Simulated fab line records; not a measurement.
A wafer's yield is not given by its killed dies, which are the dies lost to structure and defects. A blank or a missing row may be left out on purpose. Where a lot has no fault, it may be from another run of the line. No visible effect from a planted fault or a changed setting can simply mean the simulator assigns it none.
Which tool did it?	flow gf180mcu	12 lots with 36 wafers sampled at 4 steps, on a route of 602 steps

WHAT THE GAUGES READ, wafer by wafer
GF_CONTACT_THK_MEAS_01. Usual: for CONTACT_CVD_00_THK the level is 300 nm and the standard deviation is 3.3.
lot	measured	on	CONTACT_CVD_00_THK (nm)	flag
L767	day 15 02:28	film_metro-03	298 301 300	
L768	day 15 13:00	film_metro-01	302 301 300	
L769	day 15 18:14	film_metro-03	299 300 298	
L774	day 17 14:50	film_metro-04	300 298 298	
L775	day 18 03:02	film_metro-01	299 298 297	
L777	day 18 19:14	film_metro-03	298 294 296	
L781	day 20 17:38	film_metro-04	148 296 150	OFF
L783	day 21 03:46	film_metro-03	300 298 300	
L787	day 22 11:16	film_metro-03	302 305 308	
L788	day 22 15:07	film_metro-03	304 303 305	
L789	day 22 18:16	film_metro-03	303 305 301	
L790	day 23 05:20	film_metro-01	299 300 301	

GF_CONTACT_BOW_MEAS_05. Usual: for CONTACT_BOW the level is 64 um and the standard deviation is 7.3.
lot	measured	on	CONTACT_BOW (um)	flag
L767	day 15 02:58	film_metro-03	58 67 52	
L768	day 15 13:29	film_metro-01	67 57 63	
L769	day 15 18:44	film_metro-03	73 59 66	
L774	day 17 15:19	film_metro-03	54 62 48	
L775	day 18 03:34	film_metro-04	61 64 66	
L777	day 18 19:44	film_metro-04	69 67 62	
L781	day 20 18:08	film_metro-03	66 67 69	
L783	day 21 04:16	film_metro-04	61 65 56	
L787	day 22 12:04	film_metro-04	59 64 62	
L788	day 22 15:37	film_metro-01	68 62 68	
L789	day 22 18:45	film_metro-01	74 68 61	
L790	day 23 05:50	film_metro-01	51 56 52	

EACH LOT AND THE TOOL THAT RAN IT (in order: tool; ch and the chambers of the sampled wafers; start)
lot	GF_SALICIDE_SPUTTER_03	GF_CONTACT_CVD_00
L767	pvd_sputter-01, day 15 01:54	hdpcvd-01 ch 0,2, day 15 02:24
L768	pvd_sputter-04, day 15 12:26	hdpcvd-02 ch 0,1, day 15 12:56
L769	pvd_sputter-02, day 15 17:41	hdpcvd-02 ch 0,2, day 15 18:11
L774	pvd_sputter-04, day 17 14:17	hdpcvd-02 ch 1,2, day 17 14:47
L775	pvd_sputter-01, day 18 02:29	hdpcvd-02 ch 0,2, day 18 02:59
L777	pvd_sputter-04, day 18 18:34	hdpcvd-02 ch 0,1,2, day 18 19:10
L781	pvd_sputter-01, day 20 17:05	hdpcvd-02 ch 0,2, day 20 17:35
L783	pvd_sputter-02, day 21 03:13	hdpcvd-01 ch 0,1, day 21 03:44
L787	pvd_sputter-02, day 22 10:35	hdpcvd-01 ch 0,1,2, day 22 11:13
L788	pvd_sputter-02, day 22 14:33	hdpcvd-01 ch 0,1,2, day 22 15:04
L789	pvd_sputter-01, day 22 17:43	hdpcvd-01 ch 0,1, day 22 18:13
L790	pvd_sputter-04, day 23 04:47	hdpcvd-01 ch 1,2, day 23 05:17
- GF_SALICIDE_SPUTTER_03: material TiN, target thk 20 nm, time 16.7 s.
- GF_CONTACT_CVD_00: deposits SiO2, target thk 300 nm, time 50 s.

WHAT THE TOOLS THEMSELVES READ (means of the sampled wafers that have a number; where no wafer has one, the mark that the record gives instead)
GF_SALICIDE_SPUTTER_03. Usual: throttle_valve_pct at 30.5 %, with a standard deviation of 0.98.
lot	tool	throttle_valve_pct (%)	flag
L767	pvd_sputter-01	30.9	
L768	pvd_sputter-04	29.2	
L769	pvd_sputter-02	30.8	
L774	pvd_sputter-04	29.6	
L775	pvd_sputter-01	31.0	
L777	pvd_sputter-04	29.4	
L781	pvd_sputter-01	31.3	
L783	pvd_sputter-02	30.0	
L787	pvd_sputter-02	30.3	
L788	pvd_sputter-02	30.2	
L789	pvd_sputter-01	30.9	
L790	pvd_sputter-04	29.8	

GF_CONTACT_CVD_00. Usual: sih4_flow_sccm at 60.00 sccm, with a standard deviation of 0.18.
lot	tool	sih4_flow_sccm (sccm)	flag
L767	hdpcvd-01	60.00	
L768	hdpcvd-02	60.27	
L769	hdpcvd-02	59.90	
L774	hdpcvd-02	59.84	
L775	hdpcvd-02	60.05	
L777	hdpcvd-02	60.09	
L781	hdpcvd-02	39.92	OFF
L783	hdpcvd-01	59.98	
L787	hdpcvd-01	60.04	
L788	hdpcvd-01	59.93	
L789	hdpcvd-01	59.90	
L790	hdpcvd-01	59.87	

THE ANSWER, worked out from the rows above alone
Rule: a lot counts as off when the mean over its wafers that have a number is more than 3 standard deviations away from the usual mean. A lot without any number at a reading at which 4 lots or more have one is off too. Any other lot the step has rows for is counted as sound. Order of review: gauges by route order, followed by the tools' own readings, for which a lot's mean as printed above is used. At the first step where some lot is off, the reading lying furthest off is the one used; lots without a number count as furthest.
Off: L781, at GF_CONTACT_THK_MEAS_01 (CONTACT_CVD_00_THK).
If a tool, at a process step before that reading, ran all the lots that are off and no sound lot after the first of them, it fits. The gauges at GF_CONTACT_THK_MEAS_01 aren't tried: what is off there is off at GF_CONTACT_CVD_00 too, on other tools, and a gauge's error can't cause that. One fits: hdpcvd-02 at GF_CONTACT_CVD_00. A fault onset in the window from L777 (day 18 19:10, its last sound lot) to L781 (day 20 17:35, its first lot off) fits.
On the lots that are off, the tool's own readings at GF_CONTACT_CVD_00 differ by more than 5 times the standard deviation of the sound lots' means, which bears it out; sih4_flow_sccm reads 39.92 sccm there versus 59.99 sccm on the sound lots.

WHAT HAD BEEN PUT IN BY THE SIMULATOR
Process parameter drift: hdpcvd-02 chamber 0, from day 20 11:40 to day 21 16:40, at GF_CONTACT_CVD_00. Setting sih4_flow_sccm shifted by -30 from 60. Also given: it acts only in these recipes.
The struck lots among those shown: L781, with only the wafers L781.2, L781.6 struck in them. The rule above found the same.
